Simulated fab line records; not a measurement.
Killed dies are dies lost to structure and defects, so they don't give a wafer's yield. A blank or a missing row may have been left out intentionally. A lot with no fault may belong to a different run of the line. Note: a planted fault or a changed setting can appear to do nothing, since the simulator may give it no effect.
fab line records | flow gf180mcu
record: lots: 12 wafers: 36 last_day: 33
route steps=602 shown VT_IMPLANT@135 NWELL@137 POLY_GATE@157 SAB@265
lots that met no fault: taken from a fault-free run of the same line
start_h: start of the lot's first displayed wafer, in hours after the record's first day | wait_h: how many hours have passed since the lot's step before this one | " repeats the value in the row above | L1.1+2: a row that stands for several wafers | - either no value or no given start | * or withheld: withheld | < > ~ a bound
route shown NAME@n: names a module that has steps shown in the file, with the first one's number in the route | usual: mean/standard deviation of fault-free wafers | same: alike in all rows | chamber/n: place in a boat | sites: each site's reading | _std_site: standard deviation of those values | _edge_site: the outer-site mean with the inner-site mean subtracted | radius_mm: how far each site lies from the wafer's centre | mask NAME#n: copy n | behind: the last tool/chamber to shape the wafer | hold: cause of the lot's hold/its duration in hours/its outcome | device: names the non-switching transistor (n, p or np) | end of line: tests run on the same wafers once the route is complete | where a step has no rows: the recipe by itself | killed: dies lost to structure and defects at the first sort, not the wafer's yield | map: a wafer's dies, x killed, . not, _ none there
set.NAME: setting as actually run; set.NAME@STEP: the setting as run at that earlier step | model.NAME: the simulator's own value behind a step, which no gauge read
the route's steps for a sample of lots (tables are steps, rows are wafers)
services: from which hour (start_h, from the record's first day; less than 0 if before it) a tool's chamber was out of use, for how many hours, and why
== steps ==
step: GF_VT_IMPLANT_RTA_45
recipe: temp_c: 1050 time_s: 30 ambient: N2
usual: lamp_power_pct: 33.9/0.45 wafer_temp_C_max: 1055.6/0.98
same: time_s: 30
columns lot.wafer tool chamber start_h wait_h lamp_power_pct wafer_temp_C_max
L591.2 rtp_anneal-02 0 159.88 0.0 33.5 1055.9
L591.4 " 0 " " 33.6 1056.6
L591.6 " 0 " " 33.5 1054.9
L592.1 rtp_anneal-02 0 174.21 0.0 33.5 1055.2
L592.4 " 0 " " 33.6 1056.0
L592.6 " 0 " " 33.5 1055.5
L594.1 rtp_anneal-02 0 185.76 0.0 33.5 1054.4
L594.4 " 0 " " 33.5 1054.5
L594.6 " 0 " " 33.5 1055.4
L593.1 rtp_anneal-01 0 187.25 0.0 34.4 1055.0
L593.5 " 0 " " 34.4 1054.5
L593.6 " 0 " " 34.5 1056.3
L595.1 rtp_anneal-02 0 193.05 0.0 33.5 1054.4
L595.3 " 0 " " 33.5 1056.8
L595.6 " 0 " " 33.5 1054.4
L596.1 rtp_anneal-01 0 195.84 0.0 34.4 1055.3
L596.2 " 0 " " 34.5 1057.4
L596.4 " 0 " " 34.5 1055.2
L598.1 rtp_anneal-02 0 219.36 0.0 33.5 1054.9
L598.3 " 0 " " 33.5 1055.1
L598.6 " 0 " " 33.6 1055.2
L600.4 rtp_anneal-02 0 222.21 0.1 33.6 1055.0
L600.5 " 0 " " 33.5 1054.5
L600.6 " 0 " " 33.6 1054.4
L601.2 rtp_anneal-02 0 224.19 0.0 33.6 1057.5
L601.4 " 0 " " 33.5 1055.3
L601.6 " 0 " " 33.5 1054.1
L603.1 rtp_anneal-02 0 245.26 0.0 33.6 1055.0
L603.3 " 0 " " 33.5 1058.3
L603.5 " 0 " " 33.5 1057.4
L607.1 rtp_anneal-01 0 271.28 0.0 34.6 1055.9
L607.2 " 0 " " 34.5 1056.0
L607.3 " 0 " " 34.4 1055.0
L608.1 rtp_anneal-02 0 274.70 0.0 33.5 1054.3
L608.2 " 0 " " 33.5 1055.0
L608.6 " 0 " " 33.5 1055.2
step: GF_VT_IMPLANT_RS_MEAS_47
recipe: thk_meas_gauge: four-point-probe
usual: NWELL_RS: 487.0/1.4
columns lot.wafer tool chamber start_h wait_h NWELL_RS[ohm/sq]
L591.2 film_metro-04 - 160.10 0.1 485.7
L591.4 " - " " 486.6
L591.6 " - " " 486.5
L592.1 film_metro-04 - 174.43 0.1 487.1
L592.4 " - " " 488.7
L592.6 " - " " 486.5
L594.1 film_metro-04 - 185.98 0.1 485.9
L594.4 " - " " 486.4
L594.6 " - " " 486.3
L593.1 film_metro-03 - 187.47 0.1 486.6
L593.5 " - " " 486.7
L593.6 " - " " 487.2
L595.1 film_metro-04 - 193.37 0.1 489.0
L595.3 " - " " 487.1
L595.6 " - " " 487.8
L596.1 film_metro-04 - 196.06 0.1 489.2
L596.2 " - " " 488.1
L596.4 " - " " 487.0
L598.1 film_metro-03 - 219.58 0.1 486.1
L598.3 " - " " 487.0
L598.6 " - " " 487.0
L600.4 film_metro-01 - 222.44 0.1 484.6
L600.5 " - " " 485.2
L600.6 " - " " 486.9
L601.2 film_metro-04 - 224.42 0.1 489.5
L601.4 " - " " 490.5
L601.6 " - " " 489.4
L603.1 film_metro-04 - 245.48 0.1 486.8
L603.3 " - " " 486.4
L603.5 " - " " 484.6
L607.1 film_metro-01 - 271.50 0.1 485.2
L607.2 " - " " 485.8
L607.3 " - " " 485.0
L608.1 film_metro-01 - 274.92 0.1 487.7
L608.2 " - " " 486.1
L608.6 " - " " 487.1
step: GF_POLY_GATE_CVD_00
recipe: material: poly-Si target_thk_nm: 200 temp_c: 620 time_s: 1200 pressure_mtorr: 200
usual: spike_tc_upper_C: 619.3/1.2
columns lot.wafer tool chamber start_h wait_h spike_tc_upper_C
L591.2 lpcvd-02 0 179.74 0.0 617.8
L591.4 " 0 " " 618.1
L591.6 " 0 " " 618.3
L592.1 lpcvd-02 0 195.38 0.0 619.6
L592.4 " 0 " " 619.3
L592.6 " 0 " " 618.2
L594.1 lpcvd-01 0 207.83 0.0 619.4
L594.4 " 0 " " 621.4
L594.6 " 0 " " 621.2
L593.1 lpcvd-02 1 209.93 0.0 619.8
L593.5 " 1 " " 620.7
L593.6 " 1 " " 619.4
L595.1 lpcvd-02 0 215.03 0.0 618.4
L595.3 " 0 " " 619.6
L595.6 " 0 " " 618.4
L596.1 lpcvd-02 0 220.51 0.4 619.0
L596.2 " 0 " " 618.9
L596.4 " 0 " " 618.2
L598.1 lpcvd-02 0 245.60 1.3 620.5
L598.3 " 0 " " 619.3
L598.6 " 0 " " 620.1
L600.4 lpcvd-02 0 248.36 2.5 618.5
L600.5 " 0 " " 618.3
L600.6 " 0 " " 618.4
L601.2 lpcvd-02 1 248.36 0.9 618.8
L601.4 " 1 " " 618.8
L601.6 " 1 " " 617.8
L603.1 lpcvd-01 1 269.25 0.0 620.0
L603.3 " 1 " " 619.1
L603.5 " 1 " " 619.4
L607.1 lpcvd-01 0 295.24 0.0 619.7
L607.2 " 0 " " 621.6
L607.3 " 0 " " 618.2
L608.1 lpcvd-02 1 298.20 0.0 617.8
L608.2 " 1 " " 620.1
L608.6 " 1 " " 618.1
step: GF_POLY_GATE_THK_MEAS_01
recipe: reads: poly-Si_of_POLY_GATE_CVD_00
usual: POLY_GATE_CVD_00_THK: 200.0/1.9
columns lot.wafer tool chamber start_h wait_h POLY_GATE_CVD_00_THK[nm]
L591.2 film_metro-01 - 181.08 0.0 199.7
L591.4 " - " " 199.7
L591.6 " - " " 198.4
L592.1 film_metro-02 - 196.72 0.0 198.3
L592.4 " - " " 197.5
L592.6 " - " " 195.2
L594.1 film_metro-01 - 209.17 0.0 200.9
L594.4 " - " " 198.7
L594.6 " - " " 201.9
L593.1 film_metro-02 - 211.27 0.0 198.8
L593.5 " - " " 202.7
L593.6 " - " " 201.2
L595.1 film_metro-02 - 216.36 0.0 197.3
L595.3 " - " " 196.6
L595.6 " - " " 197.6
L596.1 film_metro-01 - 221.85 0.0 198.5
L596.2 " - " " 198.0
L596.4 " - " " 199.2
L598.1 film_metro-02 - 246.94 0.0 199.5
L598.3 " - " " 200.6
L598.6 " - " " 198.9
L601.2 film_metro-02 - 249.71 0.0 201.0
L601.4 " - " " 199.9
L601.6 " - " " 200.7
L600.4 film_metro-01 - 249.73 0.0 199.7
L600.5 " - " " 199.1
L600.6 " - " " 199.3
L603.1 film_metro-01 - 270.59 0.0 199.5
L603.3 " - " " 200.1
L603.5 " - " " 198.9
L607.1 film_metro-01 - 296.57 0.0 200.8
L607.2 " - " " 199.7
L607.3 " - " " 201.7
L608.1 film_metro-01 - 299.54 0.0 132.1
L608.2 " - " " 132.4
L608.6 " - " " 132.7
step: GF_POLY_GATE_ETCH_13
recipe: target: poly-Si target_depth_nm: 198.5 stop_on: SiO2 over_etch_frac: 0.403 chemistry: HBr/Cl2 icp_w: 400 bias_w: 100 pressure_mtorr: 10 HBr_flow_sccm: 150 Cl2_flow_sccm: 50 time_s: 69.6
usual: chamber_pressure_mTorr: 10.002/0.0095 drypump_motor_current_A: 5.57/0.29 oes_product_au: 0.989/0.008 throttle_valve_pct: 33.685/0.0081
same: time_s: 69.6
columns lot.wafer tool chamber start_h wait_h chamber_pressure_mTorr drypump_motor_current_A oes_product_au rf_hours_counter_h throttle_valve_pct
L591.2 rie_si-02 2 198.87 - 9.989 5.63 1.000 75 33.681
L591.4 " 1 " " 9.999 5.65 0.985 114 33.681
L591.6 " 1 " " 10.006 5.65 0.991 - 33.699
L592.1 rie_si-02 1 214.71 - 10.004 5.65 0.982 115 33.698
L592.4 " 3 " " 10.023 5.53 0.989 52 33.687
L592.6 " 1 " " 10.004 5.64 0.977 - 33.678
L594.1 rie_si-02 1 227.80 - 10.006 5.68 0.983 115 33.687
L594.4 " 3 " " 10.015 5.52 0.989 52 33.684
L594.6 " 3 " " 10.015 5.51 0.989 - 33.686
L593.1 rie_si-01 0 229.65 - 10.000 5.14 0.984 1 33.695
L593.5 " 2 " " 9.981 6.16 1.002 - 33.678
L593.6 " 0 " " 10.010 5.14 0.996 - 33.696
L595.1 rie_si-01 2 235.37 - 10.017 6.15 0.981 101 33.688
L595.3 " 3 " " 10.001 5.22 0.980 108 33.691
L595.6 " 3 " " 9.986 5.21 0.979 - 33.678
L596.1 rie_si-01 3 240.86 - 10.013 5.26 0.988 108 33.673
L596.2 " 2 " " 10.010 6.15 0.997 101 33.681
L596.4 " 3 " " 9.995 5.26 0.987 - 33.678
L598.1 rie_si-02 3 265.87 - 10.004 5.53 0.988 52 33.689
L598.3 " 0 " " 9.998 5.66 1.004 74 33.704
L598.6 " 2 " " 10.015 5.62 0.983 - 33.677
L600.4 rie_si-02 3 268.95 - 10.001 5.54 0.983 52 33.688
L600.5 " 2 " " 10.016 5.62 0.995 - 33.680
L600.6 " 1 " " 10.004 5.66 0.988 - 33.681
L601.2 rie_si-01 0 269.11 - 10.006 5.16 0.985 2 33.696
L601.4 " 3 " " 10.005 5.20 0.996 108 33.677
L601.6 " 2 " " 9.985 6.14 0.995 - 33.685
L603.1 rie_si-02 1 290.71 - 10.007 5.63 0.996 0 33.674
L603.3 " 0 " " 10.005 5.64 0.994 74 33.689
L603.5 " 2 " " 9.999 5.62 0.981 - 33.688
L607.1 rie_si-01 1 318.67 - 10.016 5.93 0.975 1 33.690
L607.2 " 3 " " 9.991 5.21 0.986 0 33.677
L607.3 " 0 " " 10.007 5.16 0.989 2 33.684
L608.1 rie_si-01 0 320.87 - 10.005 5.15 0.758 2 33.678
L608.2 " 3 " " 10.003 5.23 0.763 0 33.683
L608.6 " 3 " " 10.019 5.22 0.753 - 33.682
step: GF_SAB_THK_MEAS_01
recipe: reads: SiO2_of_SAB_CVD_00
usual: SAB_CVD_00_THK: 50.1/0.68
columns lot.wafer tool chamber start_h wait_h SAB_CVD_00_THK[nm]
L591.2 film_metro-03 - 322.52 0.0 50.2
L591.4 " - " " 50.4
L591.6 " - " " 51.0
L592.1 film_metro-02 - 341.56 0.0 50.7
L592.4 " - " " 51.0
L592.6 " - " " 50.5
L594.1 film_metro-01 - 356.22 0.0 49.3
L594.4 " - " " 49.6
L594.6 " - " " 50.3
L593.1 film_metro-03 - 359.98 0.0 49.8
L593.5 " - " " 50.0
L593.6 " - " " 51.2
L595.1 film_metro-01 - 366.24 0.0 49.1
L595.3 " - " " 49.7
L595.6 " - " " 49.4
L596.1 film_metro-01 - 371.67 0.0 49.3
L596.2 " - " " 49.7
L596.4 " - " " 50.5
L598.1 film_metro-01 - 407.02 0.0 49.1
L598.3 " - " " 49.2
L598.6 " - " " 49.9
L601.2 film_metro-02 - 410.62 0.0 49.7
L601.4 " - " " 50.6
L601.6 " - " " 51.4
L600.4 film_metro-02 - 412.33 0.0 50.6
L600.5 " - " " 49.9
L600.6 " - " " 51.3
L603.1 film_metro-03 - 432.96 0.0 50.5
L603.3 " - " " 50.2
L603.5 " - " " 51.3
L607.1 film_metro-02 - 467.57 0.0 50.0
L607.2 " - " " 49.7
L607.3 " - " " 50.2
L608.1 film_metro-03 - 468.76 0.0 49.4
L608.2 " - " " 48.5
L608.6 " - " " 49.9
== services ==
columns tool chamber start_h hours kind
rie_si-01 1 158.27 1.9 repair
rie_si-01 1 220.38 - clean
rie_si-01 1 220.38 23.2 scheduled_down
rie_si-01 1 220.38 23.2 vent_cycle
rie_si-02 0 235.74 3.0 repair
rie_si-02 1 241.97 - clean
rie_si-02 1 241.97 17.3 scheduled_down
rie_si-02 1 241.97 17.3 vent_cycle
lpcvd-01 - 242.00 22.8 repair
rie_si-01 1 251.38 11.5 repair
rie_si-01 3 272.39 - clean
rie_si-01 3 272.39 19.2 scheduled_down
rie_si-01 3 272.39 19.2 vent_cycle
rie_si-01 2 301.74 - clean
rie_si-01 2 301.74 22.3 scheduled_down
rie_si-01 2 301.74 22.3 vent_cycle
== key ==
first_sign: step: GF_POLY_GATE_THK_MEAS_01 reading: POLY_GATE_CVD_00_THK direction: down sigmas: 35 usual: 200.0 struck: 132.4
effect: step: GF_POLY_GATE_ETCH_13 reading: oes_product_au direction: down sigmas: 29 usual: 0.989 struck: 0.758
met_at GF_POLY_GATE_CVD_00
struck_lots L608
struck_wafers L608.1,L608.2,L608.6
tester_left_out L608
not_acting_at GF_VT_IMPLANT_RTA_45,GF_VT_IMPLANT_RS_MEAS_47,GF_SAB_THK_MEAS_01
onset_between 248.36 298.20
also_fits time
fault: kind: process_parameter_drift tool: lpcvd-02 chamber: 1 onset_h: 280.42 steps: GF_POLY_GATE_CVD_00 channel: target_thk_nm offset: -68.967 shape: step end_h: 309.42 acts_in: these_recipes_only stated: 200
tester_left_out: of these lots the tester's yield and bins aren't shown, on N5 and GAA mostly nor the transistor test; their killed dies are dies lost to structure and defects alone, not to doping, threshold or leakage, so they don't give the yield
